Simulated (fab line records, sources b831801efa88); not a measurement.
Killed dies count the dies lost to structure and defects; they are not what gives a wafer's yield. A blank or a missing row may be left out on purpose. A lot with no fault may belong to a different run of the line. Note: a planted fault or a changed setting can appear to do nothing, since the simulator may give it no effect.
fab line records    flow sfq-line    part 2 of 2: steps 26 to 34 of 34
record: lots: 5  wafers: 15  last-day: 79
route steps=325 shown I6@267 M7@281 I7@296
lots that met no fault: from a run of the same line without faults
start-h: hours from the record's first day to the start of the lot's first wafer shown    wait-h: hours from the lot's prior step to this one    " identical to the entry in the row above    L1.1+2: a single row standing in for several wafers    - no value, or no start was given    * or withheld: withheld    < > ~ a bound
route shown NAME@n: NAME is a module with steps in the file, n the number in the route of the first one    usual: mean and standard deviation over wafers with no fault    same: alike in all rows    chamber/n: place in a boat    sites: per-site readings    _std_site: standard deviation across them    _edge_site: mean of outer sites minus mean of inner sites    radius-mm: for every site, how far away it sits from the centre of the wafer    mask NAME#n: copy n    behind: the tool/chamber that last shaped the wafer    hold: why the lot went on hold/how many hours it stayed there/how the hold came to an end    device: whichever transistor did not switch (one of n, p or np)    end of line: tests of these same wafers at the route's end    for a step that has no rows: nothing shown but its recipe    killed: count of dies lost to structure and defects at first sort (not the wafer's yield)    map: per-die view of a wafer (x killed, . not killed, _ where there is no die)
set.NAME: the setting that was run; set.NAME@STEP: the one run at that earlier step    model.NAME: the simulator's own value behind a step, which no gauge read
a table for each step, a row for each wafer; lots at some steps of the route
services: the hour from which a tool's chamber was out of use, counted from the record's first day as start-h (under 0 if before that day), plus the number of hours and why
== steps ==
step: SFQ_TRILAYER_M7_ETCH_METAL_ETCH_180
recipe: target: Nb  stop-on: SiO2  mask-material: PR  chemistry: Cl2/Ar  target-depth-nm: 240  icp-w: 600  bias-w: 80  pressure-mtorr: 10  time-s: 120
usual: drypump-motor-current-A: 5.7/0.54  oes-product-au: 0.896/0.0067
lot.wafer  tool          chamber  start-h  wait-h  drypump-motor-current-A  oes-product-au  rf-hours-counter-h
L075.3     rie-metal-01  0        1593.39  0.1     5.9                      0.904           -
L075.5     "             0        "        "       5.9                      0.895           -
L075.6     "             1        "        "       6.0                      0.897           -
L076.2     rie-metal-02  0        1594.55  0.0     4.8                      0.897           52
L076.5     "             1        "        "       6.0                      0.895           -
L076.6     "             0        "        "       4.9                      0.895           -
L083.2     rie-metal-04  1        1663.10  0.1     5.0                      0.905           -
L083.4     "             1        "        "       5.0                      0.891           -
L083.5     "             1        "        "       5.1                      0.894           -
L093.1     rie-metal-04  1        1780.59  0.0     5.1                      0.891           6
L093.4     "             0        "        "       6.2                      0.893           -
L093.6     "             0        "        "       6.2                      0.892           -
L095.1     rie-metal-01  0        1831.27  0.0     5.8                      0.892           43
L095.4     "             0        "        "       5.9                      0.901           -
L095.5     "             0        "        "       5.8                      0.882           -
step: SFQ_TRILAYER_M7_STRIP_STRIP_181
recipe: gas: O2  power-w: 200  platen-temp-c: 40  overash-fraction: 0.65  chemistry: O2  pressure-mtorr: 50
usual: drypump-motor-current-A: 5.7/0.53  oes-product-au: 0.996/0.0082
lot.wafer  tool          chamber  start-h  wait-h  drypump-motor-current-A  oes-product-au  rf-hours-counter-h
L075.3     rie-metal-01  0        1593.68  0.2     5.8                      0.996           -
L075.5     "             0        "        "       5.8                      0.998           -
L075.6     "             1        "        "       6.0                      0.997           -
L076.2     rie-metal-02  0        1594.68  0.1     4.8                      1.000           52
L076.5     "             1        "        "       6.0                      0.993           -
L076.6     "             0        "        "       4.8                      1.007           -
L083.2     rie-metal-04  1        1663.51  0.4     5.0                      0.977           -
L083.4     "             1        "        "       5.1                      0.993           -
L083.5     "             1        "        "       5.0                      0.984           -
L093.1     rie-metal-04  1        1780.72  0.1     5.0                      0.999           6
L093.4     "             0        "        "       6.2                      0.991           -
L093.6     "             0        "        "       6.2                      0.993           -
L095.1     rie-metal-01  0        1831.40  0.1     5.9                      1.005           43
L095.4     "             0        "        "       5.9                      1.001           -
L095.5     "             0        "        "       5.9                      1.000           -
step: SFQ_TRILAYER_M7_STRIP_SOLV_CLEAN_182
recipe: chemistry: NMP  temp-c: 70  time-s: 600
usual: bath-heat-duty-pct: 13.6/1.5
lot.wafer  tool          chamber  start-h  wait-h  bath-heat-duty-pct
L075.3     wet-bench-01  7        1594.08  0.2     12.6
L075.5     "             0        "        "       13.1
L075.6     "             6        "        "       10.0
L076.2     wet-bench-03  0        1595.28  0.4     12.6
L076.5     "             3        "        "       14.1
L076.6     "             7        "        "       15.3
L083.2     wet-bench-04  3        1664.51  0.8     14.5
L083.4     "             6        "        "       13.4
L083.5     "             2        "        "       14.9
L093.1     wet-bench-01  6        1781.32  0.4     10.3
L093.4     "             4        "        "       15.5
L093.6     "             5        "        "       14.2
L095.1     wet-bench-01  6        1832.00  0.4     9.1
L095.4     "             3        "        "       11.4
L095.5     "             7        "        "       12.5
step: SFQ_TRILAYER_I7_DEP_PECVD_183
recipe: material: SiO2  temp-c: 150  time-s: 111.11  pressure-torr: 2.4  rf-w: 183.3  precursor: SiH4/N2O  target-thk-nm: 500
usual: heater-power-outer-w: 31/11  heater-power-w: 83/18  throttle-valve-pct: 24.7/1.3
lot.wafer  tool      chamber  start-h  wait-h  heater-power-outer-w  heater-power-w  throttle-valve-pct
L075.3     pecvd-03  0        1594.25  0.0     16                    62              23.0
L075.5     "         2        "        "       31                    73              23.4
L075.6     "         1        "        "       28                    70              22.8
L076.2     pecvd-04  1        1595.45  0.0     47                    120             24.6
L076.5     "         1        "        "       50                    122             24.7
L076.6     "         2        "        "       52                    108             24.3
L083.2     pecvd-04  1        1664.68  0.0     40                    111             24.7
L083.4     "         0        "        "       22                    67              24.6
L083.5     "         1        "        "       44                    115             24.8
L093.1     pecvd-03  0        1781.49  0.0     17                    64              23.4
L093.4     "         2        "        "       33                    77              23.9
L093.6     "         0        "        "       7                     50              23.3
L095.1     pecvd-03  0        1832.17  0.0     12                    57              23.5
L095.4     "         2        "        "       23                    63              24.0
L095.5     "         0        "        "       14                    61              23.2
step: SFQ_TRILAYER_I7_CMP_CMP_184
recipe: material: SiO2  down-force-psi: 3  platen-rpm: 60  pad-velocity-m-s: 0.94248
usual: motor-current-A: 9.9/0.86  slurry-filter-dp-kPa: 13.51/0.13  time-to-endpoint-s: 209/9.1
lot.wafer  tool    chamber  start-h  wait-h  motor-current-A  slurry-filter-dp-kPa  time-to-endpoint-s
L075.3     cmp-01  2        1609.12  14.8    9.9              13.69                 198
L075.6     "       0        1610.12  15.8    10.2             13.49                 207
L075.5     "       1        "        "       11.3             13.72                 209
L076.2     cmp-01  2        1612.62  17.1    9.3              13.31                 209
L076.6     "       3        "        "       9.9              13.46                 218
L076.5     "       0        "        "       10.3             13.43                 202
L083.2     cmp-01  1        1665.76  1.0     11.7             13.59                 204
L083.4     "       2        "        "       9.3              13.44                 212
L083.5     "       0        1667.26  2.5     10.8             13.58                 205
L093.4     cmp-01  0        1786.36  4.8     10.1             13.69                 205
L093.1     "       2        1787.36  5.8     9.4              13.47                 205
L093.6     "       0        1788.36  6.8     10.3             13.49                 206
L095.1     cmp-02  1        1832.25  0.0     9.1              13.70                 220
L095.4     "       3        1833.25  1.0     10.0             13.70                 217
L095.5     "       1        1834.25  2.0     8.8              13.52                 221
step: SFQ_I7_BOW_MEAS_946
recipe: mode: bow
usual: I7_BOW: 8/11
lot.wafer  tool           chamber  start-h  wait-h  I7_BOW[um]
L075.3     film-metro-01  -        1611.16  1.5     -4
L075.5     "              -        "        "       6
L075.6     "              -        "        "       8
L076.2     film-metro-03  -        1614.14  1.0     -12
L076.5     "              -        "        "       -4
L076.6     "              -        "        "       -6
L083.2     film-metro-01  -        1667.78  1.5     -9
L083.4     "              -        "        "       -6
L083.5     "              -        "        "       -6
L093.1     film-metro-02  -        1788.86  1.0     7
L093.4     "              -        "        "       12
L093.6     "              -        "        "       1
L095.1     film-metro-01  -        1835.25  2.5     4
L095.4     "              -        "        "       11
L095.5     "              -        "        "       19
step: SFQ_TRILAYER_I7_METRO_MEASURE_185
usual: thk-nm: 199.4/1.4
lot.wafer  tool           chamber  start-h  wait-h  thk-nm
L075.3     film-metro-01  -        1611.64  0.5     197.5
L075.5     "              -        "        "       199.7
L075.6     "              -        "        "       196.4
L076.2     film-metro-03  -        1614.44  0.3     201.2
L076.5     "              -        "        "       199.1
L076.6     "              -        "        "       201.7
L083.2     film-metro-01  -        1668.08  0.3     198.4
L083.4     "              -        "        "       198.6
L083.5     "              -        "        "       197.8
L093.1     film-metro-02  -        1788.98  0.1     199.0
L093.4     "              -        "        "       198.9
L093.6     "              -        "        "       198.2
L095.1     film-metro-01  -        1835.37  0.1     201.5
L095.4     "              -        "        "       200.0
L095.5     "              -        "        "       200.9
step: SFQ_TRILAYER_I7_VIA_LITHO_COAT_192
recipe: resist: BARC  spin-rpm: 3000  resist-thk-nm: 62
usual: resist-line-temp-C: 23.02/0.099
lot.wafer  tool            chamber  start-h  wait-h  resist-line-temp-C
L075.3     litho-track-03  0        1612.54  0.7     22.86
L075.5     "               0        "        "       22.94
L075.6     "               0        "        "       23.01
L076.2     litho-track-03  0        1615.71  1.1     22.81
L076.5     "               0        "        "       22.99
L076.6     "               0        "        "       23.09
L083.2     litho-track-03  0        1669.13  0.8     23.07
L083.4     "               0        "        "       22.88
L083.5     "               0        "        "       23.04
L093.1     litho-track-04  0        1790.18  1.0     23.02
L093.4     "               0        "        "       22.90
L093.6     "               0        "        "       23.00
L095.1     litho-track-02  0        1836.57  1.0     22.97
L095.4     "               0        "        "       23.16
L095.5     "               0        "        "       23.03
step: SFQ_TRILAYER_I7_VIA_LITHO_COAT_187
recipe: resist: KrF  spin-rpm: 3000  resist-thk-nm: 650
usual: resist-line-temp-C: 23.01/0.11
lot.wafer  tool            chamber  start-h  wait-h  resist-line-temp-C
L075.3     litho-track-03  0        1612.84  0.2     23.06
L075.5     "               0        "        "       23.10
L075.6     "               0        "        "       23.05
L076.2     litho-track-03  0        1616.01  0.2     23.12
L076.5     "               0        "        "       22.99
L076.6     "               0        "        "       22.96
L083.2     litho-track-03  0        1669.43  0.2     22.99
L083.4     "               0        "        "       23.08
L083.5     "               0        "        "       23.03
L093.1     litho-track-04  0        1790.48  0.2     22.94
L093.4     "               0        "        "       22.97
L093.6     "               0        "        "       23.04
L095.1     litho-track-02  0        1836.87  0.2     23.02
L095.4     "               0        "        "       22.93
L095.5     "               0        "        "       22.91
== services ==
tool            chamber  start-h  hours  kind
krf-scanner-01  -        1444.66  53.2   repair
rie-diel-03     0        1455.73  1.7    repair
krf-scanner-01  -        1497.81  1.3    pm
krf-scanner-01  -        1505.11  1.0    pm
cmp-01          -        1533.59  1.1    repair
cmp-01          -        1555.65  6.5    pm
krf-scanner-01  -        1573.50  1.2    repair
krf-scanner-01  -        1577.29  9.7    repair
krf-scanner-01  -        1592.67  0.4    repair
cmp-01          -        1598.12  4.0    pm
krf-scanner-01  -        1621.70  0.9    repair
krf-scanner-01  -        1622.61  1.3    pm
rie-metal-04    -        1629.21  1.4    pm
krf-scanner-01  -        1656.31  1.0    pm
rie-metal-04    0        1661.82  7.4    repair
krf-scanner-01  -        1693.48  0.8    pm
cmp-01          -        1695.71  0.7    repair
krf-scanner-01  -        1710.72  0.2    repair
cmp-01          -        1719.16  1.9    repair
rie-metal-04    -        1753.40  0.9    repair
rie-metal-04    1        1757.32  8.2    repair
cmp-01          -        1773.54  9.3    repair
krf-scanner-01  -        1798.58  1.3    pm
krf-scanner-01  -        1825.08  1.0    pm
